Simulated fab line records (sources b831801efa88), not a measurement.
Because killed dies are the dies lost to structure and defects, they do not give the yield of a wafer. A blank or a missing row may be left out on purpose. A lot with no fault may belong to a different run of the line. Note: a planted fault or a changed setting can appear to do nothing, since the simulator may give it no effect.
Which tool did it? -- flow gf180mcu -- 36 wafers from 12 lots sampled at 4 of the route's 602 steps

## WHAT THE GAUGES READ, wafer by wafer
GF_MIM_THK_MEAS_11: measures by xrf. Usual: MIM_ALCU_THK typically reads 203.7 nm, with standard deviation 2.2.
lot,measured,on,MIM_ALCU_THK (nm),flag
L441,day 24 11:43,film_metro-04,199.2 200.7 201.6,
L442,day 24 20:58,film_metro-02,206.0 202.7 204.4,
L451,day 28 11:07,film_metro-02,203.7 201.5 204.3,
L452,day 28 17:17,film_metro-01,202.7 201.2 203.4,
L453,day 29 05:46,film_metro-04,199.6 200.4 199.2,
L455,day 29 12:16,film_metro-02,205.7 205.9 206.2,
L457,day 30 00:13,film_metro-04,207.1 204.3 209.0,
L459,day 30 04:58,film_metro-02,205.3 204.7 205.5,
L461,day 30 18:59,film_metro-04,201.5 201.8 203.6,
L462,day 31 01:37,film_metro-01,205.8 206.5 202.4,
L463,day 31 10:32,film_metro-02,200.6 204.6 201.9,
L464,day 31 11:54,film_metro-01,204.9 205.1 202.8,

GF_V5_RS_MEAS_24: a four-point-probe measurement. Usual: V5_W_RS typically reads 0.327 ohm/sq, with standard deviation 0.0033.
lot,measured,on,V5_W_RS (ohm/sq),flag
L441,day 27 04:59,film_metro-04,0.333 0.337 0.336,
L442,day 27 13:26,film_metro-01,0.328 0.327 0.326,
L451,day 30 22:13,film_metro-03,0.330 0.324 0.329,
L452,day 31 03:05,film_metro-03,0.324 0.328 0.325,
L453,day 31 15:21,film_metro-01,0.324 0.328 0.326,
L455,day 31 22:58,film_metro-04,0.330 0.336 0.329,
L457,day 32 07:13,film_metro-03,0.327 0.326 0.330,
L459,day 32 13:57,film_metro-01,0.326 0.335 0.331,
L461,day 33 02:23,film_metro-01,0.325 0.319 0.323,
L462,day 33 07:34,film_metro-03,0.327 0.322 0.325,
L463,day 33 16:14,film_metro-03,0.333 0.330 0.328,
L464,day 33 17:13,film_metro-03,0.326 0.323 0.325,

## TOOL THAT RAN EACH LOT (tool first, then ch and the chambers of the sampled wafers, then the start)
lot,GF_V3_SPUTTER_22,GF_V4_SPUTTER_22
L441,"pvd_sputter-01, day 22 10:28","pvd_sputter-03, day 24 10:32"
L442,"pvd_sputter-03, day 22 19:55","pvd_sputter-03, day 24 19:47"
L451,"pvd_sputter-01, day 26 15:38","pvd_sputter-02, day 28 09:55"
L452,"pvd_sputter-01, day 26 22:09","pvd_sputter-02, day 28 16:05"
L453,"pvd_sputter-04, day 27 10:59","pvd_sputter-01, day 29 04:35"
L455,"pvd_sputter-03, day 27 17:43","pvd_sputter-01, day 29 11:06"
L457,"pvd_sputter-03, day 28 06:11","pvd_sputter-01, day 29 23:02"
L459,"pvd_sputter-03, day 28 10:37","pvd_sputter-03, day 30 03:46"
L461,"pvd_sputter-03, day 29 01:39","pvd_sputter-02, day 30 17:49"
L462,"pvd_sputter-01, day 29 09:13","pvd_sputter-02, day 31 00:26"
L463,"pvd_sputter-04, day 29 17:23","pvd_sputter-01, day 31 09:20"
L464,"pvd_sputter-01, day 29 19:24","pvd_sputter-01, day 31 10:42"
- GF_V3_SPUTTER_22: material TiN, target thk 10 nm, time 40 s.
- GF_V4_SPUTTER_22: material TiN, target thk 10 nm, time 40 s.

## WHAT THE TOOLS THEMSELVES READ (means of the sampled wafers that have a number; where no wafer has one, the mark that the record gives instead)
GF_V3_SPUTTER_22. Usual: cathode_dc_power_W 4000.1 W, standard deviation 0.7; throttle_valve_pct 29.9 %, standard deviation 0.82.
lot,tool,cathode_dc_power_W (W),throttle_valve_pct (%),flag
L441,pvd_sputter-01,4000.3,29.9,
L442,pvd_sputter-03,3999.4,30.8,
L451,pvd_sputter-01,3999.1,30.6,
L452,pvd_sputter-01,4000.3,30.0,
L453,pvd_sputter-04,3999.9,29.4,
L455,pvd_sputter-03,4000.4,30.2,
L457,pvd_sputter-03,4000.3,30.6,
L459,pvd_sputter-03,3999.1,29.1,
L461,pvd_sputter-03,3999.8,30.7,
L462,pvd_sputter-01,3999.6,29.7,
L463,pvd_sputter-04,4000.9,29.4,
L464,pvd_sputter-01,3999.2,29.7,

GF_V4_SPUTTER_22. Usual: cathode_dc_power_W 3999.9 W, standard deviation 0.7; throttle_valve_pct 29.8 %, standard deviation 0.68.
lot,tool,cathode_dc_power_W (W),throttle_valve_pct (%),flag
L441,pvd_sputter-03,4000.3,29.2,
L442,pvd_sputter-03,3999.8,30.5,
L451,pvd_sputter-02,3999.4,29.7,
L452,pvd_sputter-02,3999.9,29.8,
L453,pvd_sputter-01,3999.7,29.7,
L455,pvd_sputter-01,3999.8,30.2,
L457,pvd_sputter-01,3999.7,30.0,
L459,pvd_sputter-03,4000.5,30.5,
L461,pvd_sputter-02,3999.6,29.6,
L462,pvd_sputter-02,3999.7,29.7,
L463,pvd_sputter-01,3999.6,30.0,
L464,pvd_sputter-01,4000.6,29.0,

## THE ANSWER, worked out from the rows above alone
Rule: lot off if the mean of its wafers having a number is beyond 3 standard deviations from the usual mean. A lot without any number at a reading at which 4 lots or more have one is off too. The other lots that the step has rows for count as sound. The gauges are gone through in route order, then the tools' own readings, and for those a lot's mean is taken as printed above. At the first step where some lot is off, the reading lying furthest off is the one used; lots without a number count as furthest.
Nothing can be told from this: no lot is off at any reading shown.

## WHAT THE SIMULATOR HAD PUT IN
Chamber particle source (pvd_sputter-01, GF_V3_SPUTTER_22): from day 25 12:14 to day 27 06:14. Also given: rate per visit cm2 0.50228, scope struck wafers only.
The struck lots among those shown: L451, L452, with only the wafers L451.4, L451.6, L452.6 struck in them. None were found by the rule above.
